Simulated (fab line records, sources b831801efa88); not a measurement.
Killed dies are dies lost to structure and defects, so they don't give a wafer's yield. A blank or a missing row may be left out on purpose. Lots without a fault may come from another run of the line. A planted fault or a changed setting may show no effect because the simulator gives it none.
Which tool did it? | flow gf180mcu | 7 lots, 20 wafers sampled, at 2 steps of a route of 602

WHAT THE GAUGES READ, wafer by wafer
GF_VT_IMPLANT_RS_MEAS_49: measures by four-point-probe.
lot  | measured     | on            | MVPSD_RS (ohm/sq)
L166 | day 7 16:08  | film_metro-03 | 1167.8 1167.0 1165.1
L168 | day 8 05:38  | film_metro-02 | 1161.5 1161.8 1165.0
L171 | day 9 00:28  | film_metro-04 | 1165.4 1167.1 1167.8
L173 | day 9 12:14  | film_metro-03 | 1170.1 1162.7 1165.7
L181 | day 12 11:33 | film_metro-02 | 1226.0 1173.5
L185 | day 13 18:25 | film_metro-04 | 1167.9 1169.1 1168.9
L186 | day 14 05:05 | film_metro-02 | 1164.7 1165.3 1165.5

WHICH TOOL RAN EACH LOT (tool, then ch and the chambers of the sampled wafers, then the start)
lot  | GF_MVPSD_IMPLANT_09
L166 | implanter-02 ch 0, day 5 07:40
L168 | implanter-02 ch 0, day 5 17:28
L171 | implanter-01 ch 0, day 6 10:50
L173 | implanter-02 ch 0, day 6 20:46
L181 | implanter-02 ch 0, day 9 08:05
L185 | implanter-01 ch 0, day 10 11:14
L186 | implanter-01 ch 0, day 10 22:14
- GF_MVPSD_IMPLANT_09

THE ANSWER, worked out from the rows above alone
Rule: what is usual is taken from the lots themselves. Put in order of their means at a reading, lots are off if they are a third of the lots or fewer, leave a main group of 4 or more, and stand apart from it by a gap of 3 or more times the standard deviation of the main group's means; of several such gaps the widest counts. A main group whose means are all the same, to the digits that the tables above print for the reading, isn't used. A lot without any number at a reading at which 4 lots or more have one is off too. The other lots that the step has rows for count as sound.
Off: L181, at GF_VT_IMPLANT_RS_MEAS_49 (MVPSD_RS). The main group: mean 1166.0 ohm/sq, standard deviation 1.8.
A tool fits if, at a process step before that reading, it ran every lot that is off, and no sound lot after the first of them. The gauges at GF_VT_IMPLANT_RS_MEAS_49 are tried like those tools. One fits: implanter-02 at GF_MVPSD_IMPLANT_09. Its last sound lot is L173 (day 6 20:46), its first lot that is off L181 (day 9 08:05): a fault that began between those two fits.

WHAT THE SIMULATOR HAD PUT IN
Process parameter drift: implanter-02, from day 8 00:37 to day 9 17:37, at GF_MVPSD_IMPLANT_09. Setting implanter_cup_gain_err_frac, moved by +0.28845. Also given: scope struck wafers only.
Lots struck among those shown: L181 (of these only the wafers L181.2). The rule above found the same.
